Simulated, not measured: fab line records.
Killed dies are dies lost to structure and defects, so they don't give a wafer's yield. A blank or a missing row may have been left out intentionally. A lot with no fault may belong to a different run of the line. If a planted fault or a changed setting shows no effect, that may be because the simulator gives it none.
Tool commonality check || flow gf180mcu || 14 lots and 42 wafers in the sample

## THE REASON FOR OPENING IT
GF_PASSIVATION_THK_MEAS_03, reading PASSIVATION_CVD_02_THK: flagged on 2 of 14 lots. No-fault wafers: 698 nm, standard deviation 8.9.
Rule: a lot gets a flag if all its wafers with a number sit over 4 standard deviations from that mean, or if no wafer of it has a number. As for the other lots, they are considered sound.

{"lot": "L317", "measured": "day 28 05:20", "on": "film-metro-01", "PASSIVATION_CVD_02_THK (nm), wafer by wafer": "690 701 708", "flag": ""}
{"lot": "L319", "measured": "day 28 20:08", "on": "film-metro-04", "PASSIVATION_CVD_02_THK (nm), wafer by wafer": "688 693 704", "flag": ""}
{"lot": "L320", "measured": "day 29 06:53", "on": "film-metro-01", "PASSIVATION_CVD_02_THK (nm), wafer by wafer": "700 700 694", "flag": ""}
{"lot": "L321", "measured": "day 29 15:49", "on": "film-metro-02", "PASSIVATION_CVD_02_THK (nm), wafer by wafer": "691 688 705", "flag": ""}
{"lot": "L326", "measured": "day 30 20:04", "on": "film-metro-02", "PASSIVATION_CVD_02_THK (nm), wafer by wafer": "708 693 717", "flag": ""}
{"lot": "L328", "measured": "day 31 13:35", "on": "film-metro-02", "PASSIVATION_CVD_02_THK (nm), wafer by wafer": "976 985 976", "flag": "FLAGGED"}
{"lot": "L329", "measured": "day 31 17:57", "on": "film-metro-01", "PASSIVATION_CVD_02_THK (nm), wafer by wafer": "983 985 998", "flag": "FLAGGED"}
{"lot": "L330", "measured": "day 31 22:04", "on": "film-metro-02", "PASSIVATION_CVD_02_THK (nm), wafer by wafer": "689 704 700", "flag": ""}
{"lot": "L331", "measured": "day 32 06:53", "on": "film-metro-02", "PASSIVATION_CVD_02_THK (nm), wafer by wafer": "696 698 701", "flag": ""}
{"lot": "L332", "measured": "day 32 08:46", "on": "film-metro-02", "PASSIVATION_CVD_02_THK (nm), wafer by wafer": "694 701 711", "flag": ""}
{"lot": "L336", "measured": "day 33 15:08", "on": "film-metro-02", "PASSIVATION_CVD_02_THK (nm), wafer by wafer": "702 702 708", "flag": ""}
{"lot": "L337", "measured": "day 33 18:10", "on": "film-metro-01", "PASSIVATION_CVD_02_THK (nm), wafer by wafer": "689 701 708", "flag": ""}
{"lot": "L338", "measured": "day 33 20:05", "on": "film-metro-04", "PASSIVATION_CVD_02_THK (nm), wafer by wafer": "687 689 706", "flag": ""}
{"lot": "L339", "measured": "day 34 02:37", "on": "film-metro-04", "PASSIVATION_CVD_02_THK (nm), wafer by wafer": "694 688 701", "flag": ""}
The numbers of the flagged lots are 984 nm on average: +286 nm against the usual, or +32 standard deviations.

## LOT BY LOT: THE TOOL USED
Before the reading, the record contains 2 process steps out of a 602-step route. Read each cell as the tool, then ch plus the chambers that the sampled wafers visited, then the start.
{"lot": "L317", "flag": "", "GF_M2_STRIP_17": "plasma-asher-01 ch 0,1, day 19 06:16", "GF_PASSIVATION_CVD_02": "pecvd-01 ch 1,2, day 28 04:59"}
{"lot": "L319", "flag": "", "GF_M2_STRIP_17": "plasma-asher-02 ch 0, day 20 00:52", "GF_PASSIVATION_CVD_02": "pecvd-04 ch 0,1, day 28 19:51"}
{"lot": "L320", "flag": "", "GF_M2_STRIP_17": "plasma-asher-04 ch 0,1, day 20 15:16", "GF_PASSIVATION_CVD_02": "pecvd-03 ch 0,1,2, day 29 06:35"}
{"lot": "L321", "flag": "", "GF_M2_STRIP_17": "plasma-asher-01 ch 0, day 21 03:58", "GF_PASSIVATION_CVD_02": "pecvd-01 ch 0,2, day 29 15:32"}
{"lot": "L326", "flag": "", "GF_M2_STRIP_17": "plasma-asher-04 ch 0,1, day 22 12:31", "GF_PASSIVATION_CVD_02": "pecvd-01 ch 0,1,2, day 30 19:47"}
{"lot": "L328", "flag": "FLAGGED", "GF_M2_STRIP_17": "plasma-asher-04 ch 0,1, day 23 11:38", "GF_PASSIVATION_CVD_02": "pecvd-03 ch 0,1, day 31 13:17"}
{"lot": "L329", "flag": "FLAGGED", "GF_M2_STRIP_17": "plasma-asher-04 ch 0,1, day 23 17:30", "GF_PASSIVATION_CVD_02": "pecvd-03 ch 0,1,2, day 31 17:46"}
{"lot": "L330", "flag": "", "GF_M2_STRIP_17": "plasma-asher-04 ch 0,1, day 23 23:47", "GF_PASSIVATION_CVD_02": "pecvd-01 ch 0,1,2, day 31 21:46"}
{"lot": "L331", "flag": "", "GF_M2_STRIP_17": "plasma-asher-02 ch 0,1, day 24 10:35", "GF_PASSIVATION_CVD_02": "pecvd-01 ch 0,1,2, day 32 06:41"}
{"lot": "L332", "flag": "", "GF_M2_STRIP_17": "plasma-asher-02 ch 0,1, day 24 14:54", "GF_PASSIVATION_CVD_02": "pecvd-01 ch 1,2, day 32 08:28"}
{"lot": "L336", "flag": "", "GF_M2_STRIP_17": "plasma-asher-04 ch 0,1, day 26 06:04", "GF_PASSIVATION_CVD_02": "pecvd-04 ch 1,2, day 33 14:50"}
{"lot": "L337", "flag": "", "GF_M2_STRIP_17": "plasma-asher-02 ch 0,1, day 26 07:22", "GF_PASSIVATION_CVD_02": "pecvd-04 ch 0,1, day 33 17:52"}
{"lot": "L338", "flag": "", "GF_M2_STRIP_17": "plasma-asher-04 ch 0,1, day 26 11:09", "GF_PASSIVATION_CVD_02": "pecvd-01 ch 0,2, day 33 19:47"}
{"lot": "L339", "flag": "", "GF_M2_STRIP_17": "plasma-asher-04 ch 0,1, day 26 21:22", "GF_PASSIVATION_CVD_02": "pecvd-01 ch 0,1,2, day 34 02:19"}
What is done by these steps:
- GF_M2_STRIP_17: strips in O2/N2.
- GF_PASSIVATION_CVD_02: deposits Si3N4, target thk 700 nm, time 486.18 s.
- GF_PASSIVATION_THK_MEAS_03

## FLAGGED AGAINST TOTAL, ONE TOOL AT A TIME (gauges that did the reading follow at the end)
{"step": "GF_M2_STRIP_17", "tool": "plasma-asher-01", "lots run": 2, "flagged": 0, "share of the flagged lots": "none", "sound lots run after its first flagged lot": "-"}
{"step": "GF_M2_STRIP_17", "tool": "plasma-asher-02", "lots run": 4, "flagged": 0, "share of the flagged lots": "none", "sound lots run after its first flagged lot": "-"}
{"step": "GF_M2_STRIP_17", "tool": "plasma-asher-04", "lots run": 8, "flagged": 2, "share of the flagged lots": "all", "sound lots run after its first flagged lot": "4 (L330,L336,L338,L339)"}
{"step": "GF_PASSIVATION_CVD_02", "tool": "pecvd-01", "lots run": 8, "flagged": 0, "share of the flagged lots": "none", "sound lots run after its first flagged lot": "-"}
{"step": "GF_PASSIVATION_CVD_02", "tool": "pecvd-03", "lots run": 3, "flagged": 2, "share of the flagged lots": "all", "sound lots run after its first flagged lot": 0}
{"step": "GF_PASSIVATION_CVD_02", "tool": "pecvd-04", "lots run": 3, "flagged": 0, "share of the flagged lots": "none", "sound lots run after its first flagged lot": "-"}
{"step": "GF_PASSIVATION_THK_MEAS_03", "tool": "film-metro-01", "lots run": 4, "flagged": 1, "share of the flagged lots": "some", "sound lots run after its first flagged lot": "1 (L337)"}
{"step": "GF_PASSIVATION_THK_MEAS_03", "tool": "film-metro-02", "lots run": 7, "flagged": 1, "share of the flagged lots": "some", "sound lots run after its first flagged lot": "4 (L330,L331,L332,L336)"}
{"step": "GF_PASSIVATION_THK_MEAS_03", "tool": "film-metro-04", "lots run": 3, "flagged": 0, "share of the flagged lots": "none", "sound lots run after its first flagged lot": "-"}

## THE TABLE: WHAT IT ALLOWS
Table rows that saw every flagged lot: 2, namely plasma-asher-04 at GF_M2_STRIP_17 and pecvd-03 at GF_PASSIVATION_CVD_02.
- plasma-asher-04 at GF_M2_STRIP_17 ran 8 lots, 2 of them flagged. Sound lots ran on it after the first flagged one (L330, L336, L338, L339), which a lasting fault on the whole tool wouldn't allow.
- pecvd-03 at GF_PASSIVATION_CVD_02 ran 3 lots, 2 of them flagged. Its last sound lot is L320 (day 29 06:35), its first flagged lot L328 (day 31 13:17): a fault that began between those two fits.
What remains is a single tool, pecvd-03 at GF_PASSIVATION_CVD_02.

## WHAT HAD BEEN PUT IN BY THE SIMULATOR
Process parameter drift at GF_PASSIVATION_CVD_02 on pecvd-03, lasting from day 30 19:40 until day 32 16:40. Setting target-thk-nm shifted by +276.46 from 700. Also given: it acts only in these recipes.
Lots struck among those shown: L328, L329. The rule given above showed the same thing.
